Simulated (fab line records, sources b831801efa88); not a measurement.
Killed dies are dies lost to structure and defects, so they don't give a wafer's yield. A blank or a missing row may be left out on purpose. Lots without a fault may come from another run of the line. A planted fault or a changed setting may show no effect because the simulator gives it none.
One fault seen from 2 desks | flow sky130 | each desk has only its own numbers; what lay behind them comes last

THE TOOL OWNER'S DESK: pvd_sputter-01
The tool's own readings at SKY_CAP2M_SPUTTER_02 (material TiN, target thk 200 nm, time 166.7 s): means of the sampled wafers that have a number, for each lot that ran on this tool. A lot is out of limits, marked OUT, if its mean lies more than 4 standard deviations from the usual mean; the brackets give that distance.
Columns: A = cathode_dc_power_W at SKY_CAP2M_SPUTTER_02, usual 6500.0 W; B = susceptor_temp_C at SKY_CAP2M_SPUTTER_02, usual 300.03 C; C = throttle_valve_pct at SKY_CAP2M_SPUTTER_02, usual 29.7 %
lot  | first seen here | A                        | B      | C
L701 | day 42 04:33    | 6499.9                   | 299.99 | 30.4
L702 | day 42 16:03    | 6500.2                   | 299.83 | 30.4
L710 | day 44 07:53    | 6500.2                   | 300.14 | 30.3
L712 | day 44 20:58    | 3516.6 (-99 or more) OUT | 300.02 | 29.8
L714 | day 45 12:01    | 3516.6 (-99 or more) OUT | 299.96 | 30.3
This desk's finding: out of limits on L712, L714; first on L712, day 44 20:58 (cathode_dc_power_W at SKY_CAP2M_SPUTTER_02). In limits: L701, L702, L710.

THE METROLOGY DESK
What the gauges read, lot by lot, whatever tool the lot ran on: means of the sampled wafers that have a number. A lot is out of limits, marked OUT, if its mean lies more than 4 standard deviations from the usual mean; the brackets give that distance.
Columns: A = CAPM_OVL at SKY_CAPM_OVL_MEAS_12, usual -0.7 nm; B = CAP2M_TIN_RS at SKY_CAP2M_RS_MEAS_03, usual 6.88 ohm/sq
lot  | first seen here | A    | B
L695 | day 37 12:15    | 0.5  | 6.95
L697 | day 38 19:28    | -1.1 | 6.90
L698 | day 39 10:50    | 0.0  | 6.85
L701 | day 40 01:07    | -1.7 | 6.92
L702 | day 40 12:23    | -2.0 | 6.81
L703 | day 40 19:43    | 2.2  | 6.87
L704 | day 40 19:51    | -0.5 | 6.93
L710 | day 42 06:02    | -1.9 | 6.74
L712 | day 42 19:53    | -1.8 | 12.72 (+77) OUT
L714 | day 43 12:25    | -0.7 | 13.02 (+81) OUT
L715 | day 43 20:05    | -0.0 | 6.92
This desk's finding: out of limits on L712, L714; first on L712, day 44 21:04 (CAP2M_TIN_RS at SKY_CAP2M_RS_MEAS_03). In limits: L695, L697, L698, L701, L702, L703, L704, L710, L715.

PUT TOGETHER
The tool owner's desk could have raised an alarm at day 44 20:58, on L712, L714.
The metrology desk could have raised an alarm at day 44 21:04, on L712, L714.
Of the lots named, all ran SKY_CAP2M_SPUTTER_02 on pvd_sputter-01.

WHAT THE SIMULATOR HAD PUT IN
Process parameter drift: pvd_sputter-01, from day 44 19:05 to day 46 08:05, at SKY_CAP2M_SPUTTER_02. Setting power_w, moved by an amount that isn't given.
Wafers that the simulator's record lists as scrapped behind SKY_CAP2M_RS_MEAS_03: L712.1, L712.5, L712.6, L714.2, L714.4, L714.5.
Lots struck among those shown: L712, L714.
Hours from the fault's start to each desk's first reading out of limits: the tool owner's desk, 2; the metrology desk, 2.
